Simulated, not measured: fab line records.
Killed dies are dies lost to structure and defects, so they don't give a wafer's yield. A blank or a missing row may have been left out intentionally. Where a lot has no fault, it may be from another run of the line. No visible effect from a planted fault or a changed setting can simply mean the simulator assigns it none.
fab line records	flow sky130
record lots=10	wafers=30	lastDay=50
route steps=708 shown METAL4@602 CAP2M@607 PASSIVATION@683 PAD_OPEN@708
lots that met no fault: taken from a fault-free run of the same line
startH: start of the lot's first displayed wafer, in hours after the record's first day	waitH: hours elapsed since this lot's preceding step	" repeats the value in the row above	L1.1+2: one row covering several wafers at once	- no value present, or no start provided	* or withheld: withheld	< > ~ a bound
route shown NAME@n: NAME is a module with steps in the file, n the number in the route of the first one	usual: mean and standard deviation over wafers with no fault	same: alike in all rows	chamber/n: place in a boat	sites: the reading at each site	_std_site: how widely they spread, as a standard deviation	_edge_site: inner sites' mean taken away from outer sites' mean	radiusMm: how far each site lies from the wafer's centre	mask NAME#n: copy n	behind: the tool/chamber that last shaped the wafer	hold: what put the lot on hold/how long, in hours/how the hold closed	device: whichever transistor did not switch (one of n, p or np)	end of line: the same wafers' tests at the end of the route	for a step that has no rows: nothing shown but its recipe	killed: not the wafer's yield, but the dies lost to structure and defects at the first sort	map: shows each die of a wafer: x if killed, . if not, _ if none is there
set.NAME: setting as actually run; set.NAME@STEP: the setting as run at that earlier step	model.NAME: the simulator's own value behind a step, which no gauge read
one table for each step of the route and one row for each wafer, over a sample of lots
services: the hour from which a tool's chamber was out of use, counted from the record's first day as startH (under 0 if before that day), plus the number of hours and why
## steps
# step SKY_METAL4_SPUTTER_04
# recipe material=TiN	targetThkNm=70	powerW=6500	timeS=58.3	chamberPressurePa=0.4
# usual throttleValvePct=30.3/0.99
lot.wafer	tool	chamber	startH	waitH	throttleValvePct
L816.1	pvdSputter-01	-	921.11	0.0	29.9
L816.2	"	-	"	"	31.0
L816.3	"	-	"	"	30.4
L817.1	pvdSputter-04	-	932.94	0.0	32.2
L817.2	"	-	"	"	28.5
L817.6	"	-	"	"	31.3
L818.2	pvdSputter-04	-	969.96	0.0	32.7
L818.3	"	-	"	"	31.3
L818.5	"	-	"	"	30.1
L821.2	pvdSputter-03	-	971.03	0.0	29.7
L821.3	"	-	"	"	30.9
L821.4	"	-	"	"	28.9
L823.1	pvdSputter-01	-	978.79	0.0	29.8
L823.4	"	-	"	"	30.3
L823.5	"	-	"	"	30.2
L824.1	pvdSputter-01	-	982.31	0.0	30.0
L824.5	"	-	"	"	30.8
L824.6	"	-	"	"	30.2
L833.3	pvdSputter-03	-	1041.09	0.0	29.5
L833.5	"	-	"	"	28.9
L833.6	"	-	"	"	29.6
L835.1	pvdSputter-01	-	1062.35	0.0	31.0
L835.2	"	-	"	"	30.3
L835.4	"	-	"	"	30.3
L838.1	pvdSputter-01	-	1071.83	0.0	31.1
L838.2	"	-	"	"	30.0
L838.5	"	-	"	"	31.0
L839.2	pvdSputter-04	-	1076.03	0.0	30.4
L839.3	"	-	"	"	32.4
L839.5	"	-	"	"	32.4
# step SKY_CAP2M_THK_MEAS_04
# recipe thkMeasGauge=xrf	reads=TiN_of_CAP2M_SPUTTER_02
# usual CAP2M_TIN_THK=203.9/1.9
lot.wafer	tool	chamber	startH	waitH	CAP2M_TIN_THK[nm]
L816.1	filmMetro-01	-	921.47	0.1	204.2
L816.2	"	-	"	"	201.0
L816.3	"	-	"	"	203.4
L817.1	filmMetro-02	-	933.30	0.1	201.1
L817.2	"	-	"	"	199.6
L817.6	"	-	"	"	201.3
L818.2	filmMetro-02	-	970.33	0.1	202.3
L818.3	"	-	"	"	203.2
L818.5	"	-	"	"	202.6
L821.2	filmMetro-01	-	971.40	0.1	204.5
L821.3	"	-	"	"	205.7
L821.4	"	-	"	"	204.7
L823.1	filmMetro-02	-	979.15	0.1	202.5
L823.4	"	-	"	"	203.3
L823.5	"	-	"	"	203.8
L824.1	filmMetro-04	-	982.68	0.1	201.8
L824.5	"	-	"	"	200.6
L824.6	"	-	"	"	201.1
L833.3	filmMetro-02	-	1041.48	0.1	207.0
L833.5	"	-	"	"	206.9
L833.6	"	-	"	"	206.0
L835.1	filmMetro-01	-	1062.71	0.1	206.8
L835.2	"	-	"	"	208.1
L835.4	"	-	"	"	208.6
L838.1	filmMetro-02	-	1072.19	0.1	205.5
L838.2	"	-	"	"	206.3
L838.5	"	-	"	"	207.4
L839.2	filmMetro-04	-	1076.40	0.1	206.3
L839.3	"	-	"	"	203.3
L839.5	"	-	"	"	204.8
# step SKY_PASSIVATION_CVD_02
# recipe material=Si3N4	targetThkNm=540	tempC=400	timeS=withheld	rfW=450
# usual heaterPowerW=763/110
lot.wafer	tool	chamber	startH	waitH	heaterPowerW
L816.1	pecvd-03	2	1022.09	0.1	788
L816.2	"	0	"	"	741
L816.3	"	1	"	"	749
L817.1	pecvd-03	1	1031.44	0.1	785
L817.2	"	2	"	"	803
L817.6	"	2	"	"	847
L818.2	pecvd-03	2	1064.09	0.0	813
L818.3	"	1	"	"	689
L818.5	"	0	"	"	811
L821.2	pecvd-01	1	1066.31	0.0	1062
L821.3	"	2	"	"	710
L821.4	"	1	"	"	1080
L823.1	pecvd-03	1	1073.05	0.1	769
L823.4	"	2	"	"	833
L823.5	"	0	"	"	719
L824.1	pecvd-03	0	1074.72	0.1	691
L824.5	"	2	"	"	890
L824.6	"	1	"	"	720
L833.3	pecvd-03	0	1127.67	0.0	807
L833.5	"	0	"	"	794
L833.6	"	2	"	"	816
L835.1	pecvd-03	2	1146.40	0.1	893
L835.2	"	1	"	"	666
L835.4	"	2	"	"	710
L838.1	pecvd-02	2	1156.13	0.1	688
L838.2	"	0	"	"	713
L838.5	"	0	"	"	755
L839.2	pecvd-02	0	1158.77	0.0	720
L839.3	"	1	"	"	689
L839.5	"	1	"	"	716
# step SKY_PASSIVATION_THK_MEAS_03
# recipe reads=Si3N4_of_PASSIVATION_CVD_02
# usual PASSIVATION_CVD_02_THK=542/6.4
lot.wafer	tool	chamber	startH	waitH	PASSIVATION_CVD_02_THK[nm]
L816.1	filmMetro-04	-	1022.32	-	538
L816.2	"	-	"	"	540
L816.3	"	-	"	"	539
L817.1	filmMetro-03	-	1031.67	-	541
L817.2	"	-	"	"	539
L817.6	"	-	"	"	551
L818.2	filmMetro-04	-	1064.33	-	535
L818.3	"	-	"	"	538
L818.5	"	-	"	"	546
L821.2	filmMetro-03	-	1066.55	-	545
L821.3	"	-	"	"	545
L821.4	"	-	"	"	555
L823.1	filmMetro-04	-	1073.28	-	539
L823.4	"	-	"	"	551
L823.5	"	-	"	"	544
L824.1	filmMetro-03	-	1074.95	-	530
L824.5	"	-	"	"	536
L824.6	"	-	"	"	540
L833.3	filmMetro-04	-	1127.91	-	772
L833.5	"	-	"	"	546
L833.6	"	-	"	"	543
L835.1	filmMetro-03	-	1146.63	-	768
L835.2	"	-	"	"	541
L835.4	"	-	"	"	540
L838.1	filmMetro-04	-	1156.36	-	531
L838.2	"	-	"	"	535
L838.5	"	-	"	"	544
L839.2	filmMetro-02	-	1159.01	-	538
L839.3	"	-	"	"	525
L839.5	"	-	"	"	540
# step SKY_PASSIVATION_ETCH_11
# recipe chemistry=CF4/O2	targetDepthNm=725	stopOn=AlCu	sourceW=800	biasW=150	pressureMtorr=150	cf4FlowSccm=80	O2_flow_sccm=10	timeS=161.1
# usual drypumpMotorCurrentA=5.9/0.43	oesProductAu=0.979/0.0073	throttleValvePct=5.965/0.0091
lot.wafer	tool	chamber	startH	waitH	drypumpMotorCurrentA	oesProductAu	rfHoursCounterH	throttleValvePct
L816.1	rieDiel-04	2	1044.51	-	5.7	0.972	17	5.967
L816.2	"	3	"	"	6.6	0.981	11	5.950
L816.3	"	0	"	"	6.5	0.986	6	5.963
L817.1	rieDiel-04	1	1052.83	-	6.2	0.966	12	5.967
L817.2	"	0	"	"	6.4	0.970	6	5.968
L817.6	"	3	"	"	6.6	0.989	-	5.960
L818.2	rieDiel-02	2	1084.76	-	5.7	0.981	21	5.957
L818.3	"	0	"	"	5.7	0.980	15	5.976
L818.5	"	0	"	"	5.8	0.982	-	5.972
L821.2	rieDiel-03	0	1086.26	-	5.8	0.982	4	5.972
L821.3	"	3	"	"	5.9	0.982	25	5.975
L821.4	"	2	"	"	5.4	0.985	28	5.963
L823.1	rieDiel-02	3	1093.88	-	5.6	0.983	24	5.957
L823.4	"	2	"	"	5.7	0.985	21	5.960
L823.5	"	2	"	"	5.7	0.984	-	5.972
L824.1	rieDiel-04	0	1095.14	-	6.4	0.964	7	5.966
L824.5	"	0	"	"	6.4	0.970	-	5.955
L824.6	"	1	"	"	6.2	0.962	-	5.957
L833.3	rieDiel-03	1	1146.94	-	5.6	0.994	5	5.989
L833.5	"	3	"	"	5.9	0.970	-	5.961
L833.6	"	2	"	"	5.4	0.974	-	5.963
L835.1	rieDiel-04	3	1164.21	-	6.6	1.012	14	5.982
L835.2	"	2	"	"	5.7	0.978	22	5.965
L835.4	"	1	"	"	6.2	0.975	17	5.969
L838.1	rieDiel-04	2	1173.63	-	5.7	0.971	22	5.979
L838.2	"	1	"	"	6.2	0.972	17	5.964
L838.5	"	3	"	"	6.6	0.980	-	5.943
L839.2	rieDiel-02	3	1175.28	-	5.5	0.970	27	5.962
L839.3	"	1	"	"	4.9	0.974	21	5.955
L839.5	"	3	"	"	5.6	0.976	-	5.943
# step SKY_PASSIVATION_STRIP_12
# recipe chemistry=O2/N2	powerW=1400	pressureMtorr=1500	platenTempC=withheld	overashFraction=0.7	o2FlowSccm=3000	n2FlowSccm=300
# usual drypumpMotorCurrentA=5.8/0.61	oesProductAu=0.661/0.0051	stripTimeToEndpointS=31.54/0.12
# same overashFraction=0.7
lot.wafer	tool	chamber	startH	waitH	drypumpMotorCurrentA	oesProductAu	rfHoursCounterH	stripTimeToEndpointS
L816.1	plasmaAsher-02	0	1044.61	0.1	6.0	0.661	60	31.53
L816.2	"	1	"	"	5.1	0.664	60	31.31
L816.3	"	0	"	"	6.1	0.655	-	31.54
L817.1	plasmaAsher-02	0	1052.93	0.1	6.1	0.663	61	31.80
L817.2	"	1	"	"	5.2	0.661	61	31.58
L817.6	"	0	"	"	6.0	0.658	-	31.52
L818.2	plasmaAsher-03	1	1084.86	0.1	6.5	0.657	95	31.54
L818.3	"	0	"	"	5.2	0.658	-	31.39
L818.5	"	1	"	"	6.5	0.663	-	31.64
L821.2	plasmaAsher-01	0	1086.36	0.1	5.3	0.662	33	31.38
L821.3	"	1	"	"	6.6	0.672	-	31.29
L821.4	"	0	"	"	5.3	0.666	-	31.30
L823.1	plasmaAsher-01	0	1093.98	0.1	5.3	0.660	34	31.61
L823.4	"	1	"	"	6.5	0.657	-	31.49
L823.5	"	0	"	"	5.3	0.654	-	31.40
L824.1	plasmaAsher-03	1	1095.25	0.1	6.6	0.660	96	31.50
L824.5	"	1	"	"	6.6	0.660	-	31.56
L824.6	"	0	"	"	5.2	0.663	-	31.57
L833.3	plasmaAsher-02	1	1147.08	0.1	5.2	0.649	-	31.47
L833.5	"	1	"	"	5.1	0.658	-	31.38
L833.6	"	0	"	"	6.1	0.667	-	31.43
L835.1	plasmaAsher-02	1	1164.31	0.1	5.1	0.653	72	31.44
L835.2	"	0	"	"	6.0	0.651	72	31.49
L835.4	"	0	"	"	6.0	0.667	-	31.46
L838.1	plasmaAsher-03	1	1173.74	0.1	6.5	0.655	104	31.73
L838.2	"	0	"	"	5.2	0.666	104	31.74
L838.5	"	0	"	"	5.2	0.653	-	31.67
L839.2	plasmaAsher-02	1	1175.39	0.1	5.2	0.654	73	31.77
L839.3	"	1	"	"	5.1	0.666	-	31.67
L839.5	"	0	"	"	6.1	0.661	-	31.69
# step SKY_PAD_OPEN_PROBE_99
# usual defectLimitedYield=82.7/2.1	killed_at_M0_to_M3=43/7.2	killed_at_M4_up=3.3/1.8	killedAtContacts=23/5.5	killedAtFrontEnd=16/5.1	killedAtOther=0.4/0.65	killedDies=85/10	killedOpen=46/7.1	killedShort=38/7.2	sort_bin_3_pad_short=0.9/0.41	sort_bin_5_function=10.2/1.5	sort_bin_6_memory=6.2/1.1	sortNPass=407/10	sortYieldPct=82.7/2.1
# same grossDies=492	killedAtBackSide=0	sort_bin_4_leakage[%]=0	sort_bin_8_speed[%]=0
lot.wafer	tool	chamber	startH	waitH	defectLimitedYield[%]	killed_at_M0_to_M3	killed_at_M4_up	killedAtContacts	killedAtFrontEnd	killedAtOther	killedDies	killedOpen	killedShort	sort_bin_3_pad_short[%]	sort_bin_5_function[%]	sort_bin_6_memory[%]	sortNPass	sortYieldPct[%]
L833.3	prober-02	-	1166.50	0.2	67.5	39	4	27	11	79	160	42	39	1.2	26.8	4.5	332	67.5
L833.5	prober-02	-	1166.60	0.2	86.0	33	3	20	11	2	69	40	29	0.2	10.4	3.5	423	86.0
L833.6	prober-02	-	1166.65	0.2	84.3	36	1	20	20	0	77	44	33	0.6	10.4	4.7	415	84.3
L835.1	prober-02	-	1183.05	0.1	64.6	51	1	23	14	85	174	56	33	0.2	28.3	6.9	318	64.6
L835.2	prober-02	-	1183.10	0.1	82.7	41	6	19	19	0	85	51	33	1.2	9.1	6.9	407	82.7
L835.4	prober-02	-	1183.20	0.2	85.4	43	3	15	11	0	72	35	35	0.4	7.9	6.3	420	85.4
# killed by level:class
L833.3 PASSIVATION:areaEtch=79 CONTACT:geometricParticle:open=10 VIA2:geometricParticle:open=8 LOCAL_INTERCONNECT:geometricParticle:short=7 VIA1:geometricParticle:open=7 CONTACT:geometricParticle:short=6 METAL2:geometricParticle:short=6 POLY_GATE:geometricParticle:open=5
L833.5 CONTACT:geometricParticle:open=11 VIA1:geometricParticle:open=7 LI_CONTACT:geometricParticle:open=6 METAL1:geometricParticle:short=5 FIELD_ISO:geometricParticle:short=4 VIA2:geometricParticle:open=4 VIA3:geometricParticle:open=4 VIA1:geometricParticle:short=3
L833.6 CONTACT:geometricParticle:open=11 VIA2:geometricParticle:open=9 VIA1:geometricParticle:open=8 POLY_GATE:geometricParticle:short=7 FIELD_ISO:geometricParticle:short=6 CONTACT:geometricParticle:short=5 VIA3:geometricParticle:open=5 FIELD_ISO:geometricParticle:open=4
L835.1 PAD_OPEN:areaEtch=85 VIA1:geometricParticle:open=13 CONTACT:geometricParticle:open=11 VIA3:geometricParticle:open=11 LI_CONTACT:geometricParticle:open=6 METAL1:geometricParticle:short=6 VIA2:geometricParticle:open=6 METAL2:geometricParticle:short=5
L835.2 VIA1:geometricParticle:open=11 CONTACT:geometricParticle:open=8 VIA3:geometricParticle:open=7 LI_CONTACT:geometricParticle:open=6 FIELD_ISO:geometricParticle:open=5 METAL4:geometricParticle:short=5 METAL3:geometricParticle:short=5 SPACER:geometricParticle:short=4
L835.4 VIA2:geometricParticle:open=10 METAL2:geometricParticle:short=8 VIA1:geometricParticle:open=7 CONTACT:geometricParticle:open=6 FIELD_ISO:geometricParticle:open=4 LOCAL_INTERCONNECT:geometricParticle:short=4 METAL1:geometricParticle:short=4 POLY_GATE:geometricParticle:short=3
## services
tool	chamber	startH	hours	kind
pvdSputter-03	-	915.60	8.7	repair
plasmaAsher-02	-	918.88	0.4	repair
plasmaAsher-02	-	928.85	5.6	repair
pvdSputter-01	-	937.51	8.1	repair
plasmaAsher-01	-	947.24	0.9	repair
rieDiel-03	-	954.90	4.3	pm
rieDiel-04	0	958.98	14.2	repair
pvdSputter-04	-	977.48	24.5	repair
pecvd-02	-	978.97	0.8	repair
pecvd-02	0	983.48	12.0	repair
plasmaAsher-02	-	987.78	3.6	repair
rieDiel-02	1	989.79	102.6	repair
rieDiel-03	1	994.32	2.9	repair
rieDiel-02	0	999.88	15.1	repair
rieDiel-03	-	1006.03	2.8	pm
pecvd-02	2	1018.02	25.4	repair
rieDiel-04	0	1018.34	1.9	repair
rieDiel-02	-	1023.47	2.8	pm
pecvd-02	-	1049.04	2.8	pm
rieDiel-02	3	1062.14	5.6	repair
plasmaAsher-02	-	1081.22	1.6	repair
rieDiel-04	3	1111.71	16.7	repair
plasmaAsher-03	-	1138.41	0.7	repair
pvdSputter-04	-	1148.05	5.3	repair
## key
firstSign step=SKY_PASSIVATION_THK_MEAS_03	reading=PASSIVATION_CVD_02_THK	direction=up	sigmas=36	usual=542	struck=770
effect step=SKY_PASSIVATION_ETCH_11	reading=oesProductAu	direction=up	sigmas=3.4	usual=0.979	struck=1.003
effect step=SKY_PAD_OPEN_PROBE_99	reading=killedAtOther	direction=up	sigmas=82	usual=0.4	struck=82
moreKillsBornAt SKY_PAD_OPEN_ETCH_07@rieDiel-02=85	SKY_PASSIVATION_ETCH_11@rieDiel-03=79
metAt SKY_PASSIVATION_CVD_02
struckLots L833,L835
struckWafers L833.3,L835.1
notActingAt SKY_METAL4_SPUTTER_04,SKY_CAP2M_THK_MEAS_04,SKY_PASSIVATION_STRIP_12
onsetBetween 1074.72 1127.67
fault kind=processParameterDrift	tool=pecvd-03	chamber=-	onsetH=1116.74	steps=SKY_PASSIVATION_CVD_02	channel=targetThkNm	offset=238.69	shape=step	endH=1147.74	scope=struckWafersOnly	actsIn=theseRecipesOnly	stated=540
